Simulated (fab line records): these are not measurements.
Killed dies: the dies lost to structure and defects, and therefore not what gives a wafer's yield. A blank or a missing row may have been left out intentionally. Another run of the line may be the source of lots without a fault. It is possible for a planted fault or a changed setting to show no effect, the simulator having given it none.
Which tool is to blame?	flow sky130	14 lots with 42 wafers sampled at 4 steps, on a route of 708 steps

== WHAT THE GAUGES SHOWED, per wafer ==
No reading from a measuring or inspecting step in the record can be judged against a usual standard deviation.

== TOOL THAT RAN EACH LOT (tool first, then ch and the chambers of the sampled wafers, then the start) ==
lot	SKY_LOCAL_INTERCONNECT_METAL_ETCH_14	SKY_METAL1_SPUTTER_00	SKY_METAL1_SPUTTER_04	SKY_METAL1_DESCUM_17
L490	rie metal-01 ch 0,1, day 32 08:22	pvd sputter-04, day 33 15:05	pvd sputter-04, day 33 15:11	rie metal-04 ch 0,1, day 34 18:54
L492	rie metal-03 ch 0,1, day 32 18:21	pvd sputter-04, day 34 00:11	pvd sputter-04, day 34 00:17	rie metal-04 ch 0,1, day 35 03:50
L493	rie metal-01 ch 0,1, day 33 01:12	pvd sputter-03, day 34 07:24	pvd sputter-03, day 34 07:29	rie metal-03 ch 0, day 35 10:31
L496	rie metal-03 ch 0,1, day 34 07:49	pvd sputter-01, day 35 13:47	pvd sputter-01, day 35 13:52	rie metal-02 ch 0,1, day 36 17:10
L497	rie metal-01 ch 0, day 34 11:52	pvd sputter-03, day 35 18:14	pvd sputter-03, day 35 18:19	rie metal-04 ch 0,1, day 36 21:39
L498	rie metal-04 ch 0,1, day 34 22:58	pvd sputter-04, day 36 04:20	pvd sputter-04, day 36 04:25	rie metal-04 ch 0,1, day 37 07:31
L500	rie metal-04 ch 0,1, day 35 09:08	pvd sputter-03, day 36 14:34	pvd sputter-03, day 36 14:40	rie metal-03 ch 1, day 37 17:46
L501	rie metal-01 ch 0,1, day 35 20:45	pvd sputter-03, day 37 02:08	pvd sputter-03, day 37 02:14	rie metal-02 ch 0,1, day 38 04:46
L502	rie metal-01 ch 0, day 36 02:32	pvd sputter-03, day 37 08:02	pvd sputter-03, day 37 08:07	rie metal-02 ch 0,1, day 38 10:54
L503	rie metal-01 ch 0,1, day 36 16:53	pvd sputter-03, day 37 22:18	pvd sputter-03, day 37 22:24	rie metal-04 ch 1, day 39 01:08
L507	rie metal-01 ch 0,1, day 37 13:35	pvd sputter-03, day 38 18:52	pvd sputter-03, day 38 18:58	rie metal-02 ch 0,1, day 39 21:13
L508	rie metal-04 ch 0,1, day 38 00:13	pvd sputter-04, day 39 05:16	pvd sputter-04, day 39 05:22	rie metal-03 ch 0,1, day 40 06:09
L509	rie metal-01 ch 0,1, day 38 01:27	pvd sputter-03, day 39 05:56	pvd sputter-03, day 39 06:02	rie metal-04 ch 0,1, day 40 07:41
L510	rie metal-03 ch 1, day 38 04:24	pvd sputter-04, day 39 09:23	pvd sputter-04, day 39 09:29	rie metal-02 ch 0,1, day 40 11:10
- SKY_LOCAL_INTERCONNECT_METAL_ETCH_14: etches TiN in Cl2/BCl3, stops on PSG, target depth 110 nm, time 31.4 s.
- SKY_METAL1_SPUTTER_00: material Ti, target thk 15 nm, time 10 s.
- SKY_METAL1_SPUTTER_04: material TiN, target thk 70 nm, time 58.3 s.
- SKY_METAL1_DESCUM_17: chemistry O2, time 8 s.

== AS READ BY THE TOOLS THEMSELVES (means over the sampled wafers that have a number; for cases with no such wafer, the mark the record gives instead) ==
SKY_LOCAL_INTERCONNECT_METAL_ETCH_14. Usual: drypump motor current A 5.9 A, standard deviation 0.67; oes product au 0.939 a.u., standard deviation 0.0072; throttle valve pct 21.901 %, standard deviation 0.0097.
lot	tool	drypump motor current A (A)	oes product au (a.u.)	throttle valve pct (%)	flag
L490	rie metal-01	6.5	0.939	21.905	
L492	rie metal-03	5.1	0.935	21.899	
L493	rie metal-01	6.3	0.940	21.899	
L496	rie metal-03	5.1	0.949	21.887	
L497	rie metal-01	6.7	0.944	21.902	
L498	rie metal-04	6.0	0.934	21.893	
L500	rie metal-04	5.5	0.936	21.911	
L501	rie metal-01	6.3	0.935	21.904	
L502	rie metal-01	6.7	0.935	21.902	
L503	rie metal-01	6.3	0.951	21.895	
L507	rie metal-01	6.3	0.934	21.902	
L508	rie metal-04	6.0	0.933	21.902	
L509	rie metal-01	6.5	0.939	21.895	
L510	rie metal-03	5.6	0.940	21.897	

SKY_METAL1_SPUTTER_00. Usual: cathode dc power W 3000.0 W, standard deviation 0.51; chamber pressure pa 0.3999 Pa, standard deviation 0.00085; throttle valve pct 29.8 %, standard deviation 0.69.
lot	tool	cathode dc power W (W)	chamber pressure pa (Pa)	throttle valve pct (%)	flag
L490	pvd sputter-04	2999.9	0.3991	29.4	
L492	pvd sputter-04	3000.2	0.4004	30.0	
L493	pvd sputter-03	3000.2	0.4002	30.4	
L496	pvd sputter-01	-	-	-	OFF
L497	pvd sputter-03	-	-	-	OFF
L498	pvd sputter-04	2999.6	0.3998	29.9	
L500	pvd sputter-03	3000.4	0.3993	30.2	
L501	pvd sputter-03	2999.9	0.3993	29.4	
L502	pvd sputter-03	3000.0	0.3996	29.3	
L503	pvd sputter-03	3000.3	0.3994	30.4	
L507	pvd sputter-03	3000.0	0.4001	30.0	
L508	pvd sputter-04	2999.8	0.3997	29.3	
L509	pvd sputter-03	2999.9	0.4006	29.5	
L510	pvd sputter-04	2999.7	0.3996	29.8	

SKY_METAL1_SPUTTER_04. Usual: cathode dc power W 6499.8 W, standard deviation 1.1; chamber pressure pa 0.3999 Pa, standard deviation 0.00071; throttle valve pct 29.8 %, standard deviation 0.67.
lot	tool	cathode dc power W (W)	chamber pressure pa (Pa)	throttle valve pct (%)	flag
L490	pvd sputter-04	6499.4	0.4001	29.4	
L492	pvd sputter-04	6499.6	0.3999	30.0	
L493	pvd sputter-03	6500.0	0.4000	30.4	
L496	pvd sputter-01	6500.3	0.4001	30.8	
L497	pvd sputter-03	6500.5	0.4002	30.0	
L498	pvd sputter-04	6501.5	0.4001	29.9	
L500	pvd sputter-03	6500.0	0.3997	30.0	
L501	pvd sputter-03	6500.2	0.4002	29.3	
L502	pvd sputter-03	6499.5	0.3999	29.4	
L503	pvd sputter-03	6500.4	0.4003	30.4	
L507	pvd sputter-03	6499.7	0.3994	29.8	
L508	pvd sputter-04	6500.5	0.4008	29.4	
L509	pvd sputter-03	6499.8	0.3996	29.7	
L510	pvd sputter-04	6499.1	0.4002	29.7	

SKY_METAL1_DESCUM_17. Usual: drypump motor current A 5.5 A, standard deviation 0.57; oes product au 1.000 a.u., standard deviation 0.0083.
lot	tool	drypump motor current A (A)	oes product au (a.u.)	flag
L490	rie metal-04	5.5	0.992	
L492	rie metal-04	6.0	0.995	
L493	rie metal-03	4.8	1.014	
L496	rie metal-02	5.5	0.999	
L497	rie metal-04	6.0	0.999	
L498	rie metal-04	5.5	1.005	
L500	rie metal-03	5.6	1.013	
L501	rie metal-02	5.3	0.991	
L502	rie metal-02	5.5	0.993	
L503	rie metal-04	6.5	1.004	
L507	rie metal-02	5.6	1.002	
L508	rie metal-03	5.3	1.011	
L509	rie metal-04	5.5	0.994	
L510	rie metal-02	5.3	1.005	

== THE ANSWER, worked out from the rows above alone ==
Rule: take the mean of a lot's wafers that have a number; if it is more than 3 standard deviations from the usual mean, the lot is off. Also off: a lot with no number at a reading for which 4 or more lots have one. The other lots that the step has rows for count as sound. First the gauges in route order, then the tools' own readings, where a lot's mean is used as printed above. The first step at which some lot is off is used, and at that step the reading that is off furthest; a lot without a number counts as furthest.
Off: L496, L497 (SKY_METAL1_SPUTTER_00, cathode dc power W). Without a number there: L496, L497.
If a tool, at that step or one of the process steps before it, ran each lot that is off and ran no sound lot following the first of them, it fits. No candidate that was tried fits.

== WHAT THE SIMULATOR HAD INSERTED ==
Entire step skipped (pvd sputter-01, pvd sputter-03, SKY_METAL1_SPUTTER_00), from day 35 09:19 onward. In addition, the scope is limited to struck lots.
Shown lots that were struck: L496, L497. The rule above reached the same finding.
